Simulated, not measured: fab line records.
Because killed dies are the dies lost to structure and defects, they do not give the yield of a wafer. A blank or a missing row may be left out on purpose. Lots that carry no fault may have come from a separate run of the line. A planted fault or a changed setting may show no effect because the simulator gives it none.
Which tool is to blame? || flow gf180mcu || 13 lots with 39 wafers sampled at 6 steps, on a route of 602 steps

== WHAT THE GAUGES READ, wafer by wafer ==
GF_MVSD_TW_MEAS_11.
{"lot": "L997", "measured": "day 4 17:43", "on": "film_metro-02", "MVSD_TW": "1564 1576 1562"}
{"lot": "L998", "measured": "day 4 21:52", "on": "film_metro-03", "MVSD_TW": "1594 1591 1583"}
{"lot": "L100", "measured": "day 5 08:41", "on": "film_metro-04", "MVSD_TW": "1548 1557 1549"}
{"lot": "L101", "measured": "day 5 14:51", "on": "film_metro-03", "MVSD_TW": "1574 1571 1572"}
{"lot": "L102", "measured": "day 5 20:44", "on": "film_metro-04", "MVSD_TW": "1553 1553 1547"}
{"lot": "L103", "measured": "day 6 03:16", "on": "film_metro-04", "MVSD_TW": "1561 1556 1553"}
{"lot": "L104", "measured": "day 6 15:32", "on": "film_metro-02", "MVSD_TW": "1563 1563 1567"}
{"lot": "L105", "measured": "day 6 21:38", "on": "film_metro-04", "MVSD_TW": "1555 1558 1559"}
{"lot": "L106", "measured": "day 7 01:47", "on": "film_metro-03", "MVSD_TW": "1587 1581 1584"}
{"lot": "L107", "measured": "day 7 07:30", "on": "film_metro-03", "MVSD_TW": "1582 1583 1580"}
{"lot": "L113", "measured": "day 8 14:23", "on": "film_metro-03", "MVSD_TW": "1587 1578 1578"}
{"lot": "L116", "measured": "day 9 06:05", "on": "film_metro-02", "MVSD_TW": "1585 1583 1584"}
{"lot": "L117", "measured": "day 9 12:55", "on": "film_metro-02", "MVSD_TW": "1590 1594 1581"}

GF_MVPSD_TW_MEAS_11.
{"lot": "L997", "measured": "day 5 07:44", "on": "film_metro-04", "MVPSD_TW": "548 543 545"}
{"lot": "L998", "measured": "day 5 11:56", "on": "film_metro-03", "MVPSD_TW": "552 550 552"}
{"lot": "L100", "measured": "day 5 23:23", "on": "film_metro-04", "MVPSD_TW": "544 544 545"}
{"lot": "L101", "measured": "day 6 06:09", "on": "film_metro-03", "MVPSD_TW": "556 554 555"}
{"lot": "L102", "measured": "day 6 12:47", "on": "film_metro-02", "MVPSD_TW": "550 547 550"}
{"lot": "L103", "measured": "day 6 19:11", "on": "film_metro-02", "MVPSD_TW": "549 548 547"}
{"lot": "L104", "measured": "day 7 07:08", "on": "film_metro-02", "MVPSD_TW": "550 554 552"}
{"lot": "L105", "measured": "day 7 14:05", "on": "film_metro-03", "MVPSD_TW": "549 551 554"}
{"lot": "L106", "measured": "day 7 17:44", "on": "film_metro-03", "MVPSD_TW": "556 554 555"}
{"lot": "L107", "measured": "day 7 23:31", "on": "film_metro-02", "MVPSD_TW": "430 427 428"}
{"lot": "L113", "measured": "day 9 07:27", "on": "film_metro-04", "MVPSD_TW": "427 426 422"}
{"lot": "L116", "measured": "day 10 00:05", "on": "film_metro-03", "MVPSD_TW": "557 554 556"}
{"lot": "L117", "measured": "day 10 06:41", "on": "film_metro-03", "MVPSD_TW": "556 555 554"}

GF_VT_IMPLANT_TW_MEAS_32.
{"lot": "L997", "measured": "day 7 05:47", "on": "film_metro-03", "VT_IMPLANT_3_TW": "269.6 270.1 269.6"}
{"lot": "L998", "measured": "day 7 09:20", "on": "film_metro-01", "VT_IMPLANT_3_TW": "264.7 265.6 265.4"}
{"lot": "L100", "measured": "day 7 22:26", "on": "film_metro-01", "VT_IMPLANT_3_TW": "267.8 266.9 265.8"}
{"lot": "L101", "measured": "day 8 05:24", "on": "film_metro-03", "VT_IMPLANT_3_TW": "268.4 268.5 269.7"}
{"lot": "L102", "measured": "day 8 11:56", "on": "film_metro-04", "VT_IMPLANT_3_TW": "264.2 263.4 263.1"}
{"lot": "L103", "measured": "day 8 19:27", "on": "film_metro-01", "VT_IMPLANT_3_TW": "267.8 267.3 268.5"}
{"lot": "L104", "measured": "day 9 08:56", "on": "film_metro-01", "VT_IMPLANT_3_TW": "268.1 266.7 267.6"}
{"lot": "L105", "measured": "day 9 16:29", "on": "film_metro-03", "VT_IMPLANT_3_TW": "270.5 270.2 268.9"}
{"lot": "L106", "measured": "day 9 18:52", "on": "film_metro-03", "VT_IMPLANT_3_TW": "270.7 268.8 271.0"}
{"lot": "L107", "measured": "day 10 03:40", "on": "film_metro-01", "VT_IMPLANT_3_TW": "267.0 266.8 267.5"}
{"lot": "L113", "measured": "day 11 11:45", "on": "film_metro-04", "VT_IMPLANT_3_TW": "266.4 266.6 264.5"}
{"lot": "L116", "measured": "day 12 05:43", "on": "film_metro-03", "VT_IMPLANT_3_TW": "269.6 269.4 268.9"}
{"lot": "L117", "measured": "day 12 13:08", "on": "film_metro-01", "VT_IMPLANT_3_TW": "266.9 265.8 267.0"}

GF_VT_IMPLANT_RS_MEAS_47: measurement is done with a four-point probe.
{"lot": "L997", "measured": "day 7 22:31", "on": "film_metro-04", "NWELL_RS (ohm/sq)": "488.2 488.9 487.8"}
{"lot": "L998", "measured": "day 8 01:49", "on": "film_metro-03", "NWELL_RS (ohm/sq)": "489.7 489.3 490.3"}
{"lot": "L100", "measured": "day 8 15:28", "on": "film_metro-04", "NWELL_RS (ohm/sq)": "486.4 486.9 487.6"}
{"lot": "L101", "measured": "day 8 21:58", "on": "film_metro-03", "NWELL_RS (ohm/sq)": "490.8 490.2 489.9"}
{"lot": "L102", "measured": "day 9 05:26", "on": "film_metro-04", "NWELL_RS (ohm/sq)": "486.7 485.9 488.5"}
{"lot": "L103", "measured": "day 9 12:04", "on": "film_metro-02", "NWELL_RS (ohm/sq)": "487.2 487.1 486.9"}
{"lot": "L104", "measured": "day 10 03:23", "on": "film_metro-03", "NWELL_RS (ohm/sq)": "489.4 488.2 491.1"}
{"lot": "L105", "measured": "day 10 10:40", "on": "film_metro-03", "NWELL_RS (ohm/sq)": "490.8 488.9 490.2"}
{"lot": "L106", "measured": "day 10 12:52", "on": "film_metro-04", "NWELL_RS (ohm/sq)": "488.8 488.5 487.8"}
{"lot": "L107", "measured": "day 10 20:40", "on": "film_metro-03", "NWELL_RS (ohm/sq)": "490.9 489.3 489.1"}
{"lot": "L113", "measured": "day 12 06:45", "on": "film_metro-02", "NWELL_RS (ohm/sq)": "488.6 489.0 486.6"}
{"lot": "L116", "measured": "day 13 00:44", "on": "film_metro-03", "NWELL_RS (ohm/sq)": "487.7 490.0 489.6"}
{"lot": "L117", "measured": "day 13 08:13", "on": "film_metro-02", "NWELL_RS (ohm/sq)": "488.0 486.9 488.6"}

GF_VT_IMPLANT_RS_MEAS_49: measurement is done with a four-point probe.
{"lot": "L997", "measured": "day 7 22:46", "on": "film_metro-04", "MVPSD_RS (ohm/sq)": "1168 1165 1163"}
{"lot": "L998", "measured": "day 8 02:03", "on": "film_metro-03", "MVPSD_RS (ohm/sq)": "1171 1176 1175"}
{"lot": "L100", "measured": "day 8 15:42", "on": "film_metro-04", "MVPSD_RS (ohm/sq)": "1172 1168 1170"}
{"lot": "L101", "measured": "day 8 22:13", "on": "film_metro-03", "MVPSD_RS (ohm/sq)": "1173 1179 1178"}
{"lot": "L102", "measured": "day 9 05:40", "on": "film_metro-04", "MVPSD_RS (ohm/sq)": "1170 1176 1173"}
{"lot": "L103", "measured": "day 9 12:18", "on": "film_metro-02", "MVPSD_RS (ohm/sq)": "1171 1169 1171"}
{"lot": "L104", "measured": "day 10 03:37", "on": "film_metro-03", "MVPSD_RS (ohm/sq)": "1176 1174 1173"}
{"lot": "L105", "measured": "day 10 10:54", "on": "film_metro-03", "MVPSD_RS (ohm/sq)": "1178 1176 1175"}
{"lot": "L106", "measured": "day 10 13:06", "on": "film_metro-04", "MVPSD_RS (ohm/sq)": "1169 1170 1170"}
{"lot": "L107", "measured": "day 10 20:55", "on": "film_metro-03", "MVPSD_RS (ohm/sq)": "1966 1970 1961"}
{"lot": "L113", "measured": "day 12 06:59", "on": "film_metro-02", "MVPSD_RS (ohm/sq)": "1943 1951 1963"}
{"lot": "L116", "measured": "day 13 00:58", "on": "film_metro-03", "MVPSD_RS (ohm/sq)": "1176 1176 1176"}
{"lot": "L117", "measured": "day 13 08:27", "on": "film_metro-02", "MVPSD_RS (ohm/sq)": "1168 1171 1168"}

== WHICH TOOL RAN EACH LOT (tool, then ch and the chambers of the sampled wafers, then the start) ==
{"lot": "L997", "GF_MVPSD_IMPLANT_08": "implanter-01 ch 0, day 5 07:20"}
{"lot": "L998", "GF_MVPSD_IMPLANT_08": "implanter-01 ch 0, day 5 11:32"}
{"lot": "L100", "GF_MVPSD_IMPLANT_08": "implanter-04 ch 0, day 5 22:59"}
{"lot": "L101", "GF_MVPSD_IMPLANT_08": "implanter-03 ch 0, day 6 05:47"}
{"lot": "L102", "GF_MVPSD_IMPLANT_08": "implanter-04 ch 0, day 6 12:24"}
{"lot": "L103", "GF_MVPSD_IMPLANT_08": "implanter-03 ch 0, day 6 18:47"}
{"lot": "L104", "GF_MVPSD_IMPLANT_08": "implanter-03 ch 0, day 7 06:44"}
{"lot": "L105", "GF_MVPSD_IMPLANT_08": "implanter-04 ch 0, day 7 13:41"}
{"lot": "L106", "GF_MVPSD_IMPLANT_08": "implanter-01 ch 0, day 7 17:20"}
{"lot": "L107", "GF_MVPSD_IMPLANT_08": "implanter-03 ch 0, day 7 23:10"}
{"lot": "L113", "GF_MVPSD_IMPLANT_08": "implanter-03 ch 0, day 9 07:05"}
{"lot": "L116", "GF_MVPSD_IMPLANT_08": "implanter-04 ch 0, day 9 23:42"}
{"lot": "L117", "GF_MVPSD_IMPLANT_08": "implanter-04 ch 0, day 10 06:17"}
- GF_MVPSD_IMPLANT_08

== WHAT THE TOOLS THEMSELVES READ (means of the sampled wafers that have a number; where no wafer has one, the mark that the record gives instead) ==
GF_MVPSD_IMPLANT_08.
{"lot": "L997", "tool": "implanter-01", "beam_energy_keV": 170.01, "dose_ions_cm2": 1.4996e+13, "faraday_current_uA": 84.3}
{"lot": "L998", "tool": "implanter-01", "beam_energy_keV": 170.00, "dose_ions_cm2": 1.5022e+13, "faraday_current_uA": 84.9}
{"lot": "L100", "tool": "implanter-04", "beam_energy_keV": 170.01, "dose_ions_cm2": 1.5007e+13, "faraday_current_uA": 85.2}
{"lot": "L101", "tool": "implanter-03", "beam_energy_keV": 170.00, "dose_ions_cm2": 1.4988e+13, "faraday_current_uA": 85.9}
{"lot": "L102", "tool": "implanter-04", "beam_energy_keV": 169.95, "dose_ions_cm2": 1.4993e+13, "faraday_current_uA": 83.1}
{"lot": "L103", "tool": "implanter-03", "beam_energy_keV": 169.98, "dose_ions_cm2": 1.4984e+13, "faraday_current_uA": 83.3}
{"lot": "L104", "tool": "implanter-03", "beam_energy_keV": 169.96, "dose_ions_cm2": 1.4981e+13, "faraday_current_uA": 83.5}
{"lot": "L105", "tool": "implanter-04", "beam_energy_keV": 170.01, "dose_ions_cm2": 1.4985e+13, "faraday_current_uA": 82.9}
{"lot": "L106", "tool": "implanter-01", "beam_energy_keV": 170.10, "dose_ions_cm2": 1.4992e+13, "faraday_current_uA": 85.7}
{"lot": "L107", "tool": "implanter-03", "beam_energy_keV": 170.06, "dose_ions_cm2": 5.0257e+12, "faraday_current_uA": 28.7}
{"lot": "L113", "tool": "implanter-03", "beam_energy_keV": 170.00, "dose_ions_cm2": 5.0640e+12, "faraday_current_uA": 28.2}
{"lot": "L116", "tool": "implanter-04", "beam_energy_keV": 169.94, "dose_ions_cm2": 1.5015e+13, "faraday_current_uA": 85.1}
{"lot": "L117", "tool": "implanter-04", "beam_energy_keV": 170.05, "dose_ions_cm2": 1.5016e+13, "faraday_current_uA": 82.8}

== THE ANSWER, worked out from the rows above alone ==
Rule: the usual values come from the lots themselves. Put in order of their means at a reading, lots are off if they are a third of the lots or fewer, leave a main group of 4 or more, and stand apart from it by a gap of 3 or more times the standard deviation of the main group's means; of several such gaps the widest counts. The tables above print the reading to a certain number of digits; a main group whose means all agree to those digits is not used. Also off: a lot with no number at a reading for which 4 or more lots have one. Where the step has rows for the other lots, those lots are counted as sound. First the gauges in route order, then the tools' own readings, where a lot's mean is used as printed above. At the first step where some lot is off, the reading lying furthest off is the one used; lots without a number count as furthest.
Off: L107, L113, seen at GF_MVPSD_TW_MEAS_11 (MVPSD_TW). Main group: mean 551, sd 3.8.
A tool fits if, at a process step before that reading, it ran every lot that is off, and no sound lot after the first of them. Not tried: the gauges at GF_MVPSD_TW_MEAS_11; whatever is off there is also off at GF_MVPSD_IMPLANT_08, on other tools, and gauge error can't account for it. One fits: GF_MVPSD_IMPLANT_08 on implanter-03. Its last sound lot is L104 (day 7 06:44), its first lot that is off L107 (day 7 23:10): a fault that began between those two fits.
The tool's own readings at GF_MVPSD_IMPLANT_08 bear it out: on the lots that are off they differ by more than 5 times the standard deviation of the sound lots' means. dose_ions_cm2 reads 5.0448e+12 there against 1.4998e+13 on the sound lots; faraday_current_uA reads 28.4 there against 84.2 on the sound lots.

== WHAT THE SIMULATOR PUT IN ==
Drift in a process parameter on implanter-03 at GF_MVPSD_IMPLANT_08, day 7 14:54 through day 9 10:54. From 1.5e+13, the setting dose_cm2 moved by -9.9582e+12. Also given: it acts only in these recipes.
Struck lots among those shown: L107, L113. The same result came from the rule above.
